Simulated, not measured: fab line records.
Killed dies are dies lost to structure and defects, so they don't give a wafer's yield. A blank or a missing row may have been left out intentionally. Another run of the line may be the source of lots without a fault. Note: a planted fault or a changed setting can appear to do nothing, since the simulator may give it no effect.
Problem report in the 8D (eight disciplines) form, filled by code -- flow sky130 -- the parts of the form that need people (team, actions taken, sign-off) are left out

## 1. WHAT WENT WRONG
Across 2 wafers from 2 lots, CONTACT_HDPCVD_THK at SKY_CONTACT_THK_MEAS_03 averages 928 nm, while fault-free wafers read 566 nm with a standard deviation of 6. Relative to the usual mean, that is a shift of +60 standard deviations.
Seen first at day 35 07:05 on filmMetro-01, wafer L132.5. The record holds 36 wafers of 12 lots with a number at this step. Rule for "out", or "out of limits": more than 4 standard deviations from the usual mean. All remaining wafers that have a number are taken as sound.

## 2. WHAT IT IS; WHAT IT IS NOT
question,is,is not
which readings at this step,CONTACT_HDPCVD_THK,-
which lots,"L132, L133","L117, L118, L120, L121, L122, L125, L126, L127, L128, L135"
which wafers of those lots,"L132.5, L133.4","L132.3, L132.6, L133.1, L133.2"
read on which gauges,filmMetro-01,"filmMetro-02, filmMetro-04"
when,from day 35 07:05,"up to then (29 sound wafers); but 5 sound wafers of L133, L135 came after"

## 3. THE SUSPECTS, EACH WITH WHAT RULES IT OUT
Counting: a tool at a process step up to the reading stays a suspect if it ran every lot that is out. Sound lots after the first of them don't rule it out here, since some wafers of a struck lot are sound.
- ruled out: the gauge at SKY_CONTACT_THK_MEAS_03. All the wafers that are out were read on filmMetro-01, but those of them that SKY_CONTACT_CMP_04 has rows for are out there too, on other tools.
- pvdSputter-01 at SKY_LI_CONTACT_SPUTTER_20 (material TiN, target thk 20 nm, time 80 s): kept. Every lot that is out went through it, the first being L132 (day 34 02:36); the last sound lot it ran before that was L127 (day 32 08:51).
- hdpcvd-02 at SKY_CONTACT_HDPCVD_02 (deposits SiO2, target thk 565 nm, time 94.2 s): kept. Every lot that is out went through it, the first being L132 (day 35 07:00); the last sound lot it ran before that was L127 (day 33 12:50).
Remaining after the count are pvdSputter-01 at SKY_LI_CONTACT_SPUTTER_20 and hdpcvd-02 at SKY_CONTACT_HDPCVD_02.

## 4. THE CAUSE (what the simulator had put in)
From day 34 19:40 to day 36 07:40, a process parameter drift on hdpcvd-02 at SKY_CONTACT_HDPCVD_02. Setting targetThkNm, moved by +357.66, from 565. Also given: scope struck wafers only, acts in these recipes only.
Of the 2 suspects that counting leaves, this tool is one.

## 5. SEQUENCE OF EFFECTS, ordered by route
Each row: a reading whose mean over the struck wafers that have a number lies more than 3 standard deviations from the usual. Only readings for which the record gives a usual standard deviation are gone through. hours: the time from each lot's start at the first step in this table that gives one to its start at this step, as a median over the lots. sigmas: the change in usual standard deviations.
hours,step,reading,usual,on struck wafers,change,sigmas
0,SKY_CONTACT_THK_MEAS_03,CONTACT_HDPCVD_THK,566 nm,928,+362,+60
0,SKY_CONTACT_CMP_04,timeToEndpointS,84 s,219,+135,+38
The process steps in it:
- SKY_CONTACT_CMP_04: polishes SiO2.

## 6. HOW IT WOULD HAVE BEEN CAUGHT EARLIER
In this record the first reading out of limits at a measuring or inspecting step was taken at day 35 07:05, 11 hours after the fault began at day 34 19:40.
Of the lots that are out (2), L133 began SKY_CONTACT_HDPCVD_02 on hdpcvd-02 after day 35 07:05. Putting the tool on hold at that point would have spared it.
